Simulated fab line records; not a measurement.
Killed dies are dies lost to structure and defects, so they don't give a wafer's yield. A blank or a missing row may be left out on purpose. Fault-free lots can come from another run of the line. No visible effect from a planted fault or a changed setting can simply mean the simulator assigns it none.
Comparing a struck lot with a sound one -- flow sky130 -- 17 out of 708 route steps
Sound: wafers L870.4, L870.5, L870.6. Struck: wafers L861.4, L861.5, L861.6. The cause comes at the end.
Order at every step that has rows: each side's tool, ch and its chambers, its first start. Under that, the readings that differ: sound wafers -- struck wafers -- difference of the means -- sigmas: that difference in standard deviations of wafers without a fault.
alike: same words and numbers on both sides, and readings whose means sit less than 2 such deviations apart. not compared: any withheld reading, any reading some wafer has no value for, any bound like >300 that may hide the same value, and any number with overlapping values for which the record gives no deviation.
The two part at a step that has a row with sigmas, a row that says differs or no value, or rows on one side only. When numbers do not overlap yet have no deviation, they are printed without sigmas and do not part them. A reading that every wafer of one side lacks parts them only if that side has two wafers or more.

first, 1 step without rows for these wafers: SKY_LDD_N_IMPLANT_15.
SKY_LDD_N_STRIP_16: strips in O2/N2.
  sound on plasma-asher-03 ch 0,1, day 25 02:08; struck on plasma-asher-03 ch 0,1, day 22 04:44
  alike: drypump-motor-current-A, oes-product-au, strip-time-to-endpoint-s
  not compared: rf-hours-counter-h
SKY_LDD_N_TW_MEAS_17:
  sound: film-metro-01 at day 25 02:14; struck: film-metro-01 at day 22 04:50
  alike: LDD_N_TW
then, 7 steps without rows for these wafers: SKY_LDD_P_DEHYDRATE_00 (time 60 s); SKY_LDD_P_HMDS_01 (prime time 60 s); SKY_LDD_P_COAT_02 (resist thk 1140 nm); SKY_LDD_P_SOFTBAKE_03 (time 60 s); SKY_LDD_P_EXPOSE_04 (exposes mask PSDM, target cd 380 nm); SKY_LDD_P_PEB_05; SKY_LDD_P_DEVELOP_06 (develop time 60 s).
SKY_LDD_P_CD_MEAS_07: target cd 380 nm.
  sound: cd-sem-01 at day 26 06:45; struck: cd-sem-01 at day 23 11:01
reading,sound,struck,difference,sigmas
cd-nm (nm),379.9 379.2 377.8,369.8 370.3 372.5,-8.1,-3
SKY_LDD_P_OVL_MEAS_08:
  sound: overlay-02 at day 26 06:50; struck: overlay-02 at day 23 11:06
  alike: LDD_P_OVL
SKY_LDD_P_IMPLANT_09:
  sound on implanter-02 ch 0, day 26 06:55; struck on implanter-03 ch 0, day 23 11:11
reading,sound,struck,difference,sigmas
dose-ions-cm2,1e+13 9.993e+12 1e+13,1.0726e+13 1.0728e+13 1.0723e+13,+7.2800e+11,+78
faraday-current-uA,54.8 55.5 56.4,60.0 61.0 59.2,+4.5,+4
SKY_LDD_P_STRIP_10: strips in O2/N2.
  sound on plasma-asher-01 ch 0,1, day 26 07:02; struck on plasma-asher-01 ch 0,1, day 23 11:18
  alike: drypump-motor-current-A, oes-product-au, strip-time-to-endpoint-s
  not compared: rf-hours-counter-h
SKY_LDD_P_TW_MEAS_11:
  sound: film-metro-03 at day 26 07:08; struck: film-metro-02 at day 23 11:24
reading,sound,struck,difference,sigmas
LDD_P_TW,629 632 631,646 646 650,+17,+5
then, 1 step without rows for these wafers: SKY_LDD_HVN_DEHYDRATE_00 (time 60 s).
-- a jump in the record: the struck wafers' starts before and after are 25 days apart (it breaks off in module LDD_HVN and resumes in module PAD_OPEN, where the first step shown is number 708 of the route) --
SKY_PAD_OPEN_PROBE_99:
  sound: prober-02 at day 50 11:58; struck: prober-01 at day 48 12:52
reading,sound,struck,difference,sigmas
model.etest.tip-p.rs-ohm-sq,6783 6809 6812,6369 6389 6366,-427,
  alike: killed_at_M0_to_M3, killed_at_M4_up, killed-at-contacts, killed-at-front-end, killed-at-other, killed-dies, killed-open, killed-short

## WHERE THEY PART
First at SKY_LDD_P_CD_MEAS_07; last, within this record, at SKY_LDD_P_TW_MEAS_11. Later steps at which nothing parts them and some readings are alike: SKY_PAD_OPEN_PROBE_99.

WHY: the cause the simulator had injected
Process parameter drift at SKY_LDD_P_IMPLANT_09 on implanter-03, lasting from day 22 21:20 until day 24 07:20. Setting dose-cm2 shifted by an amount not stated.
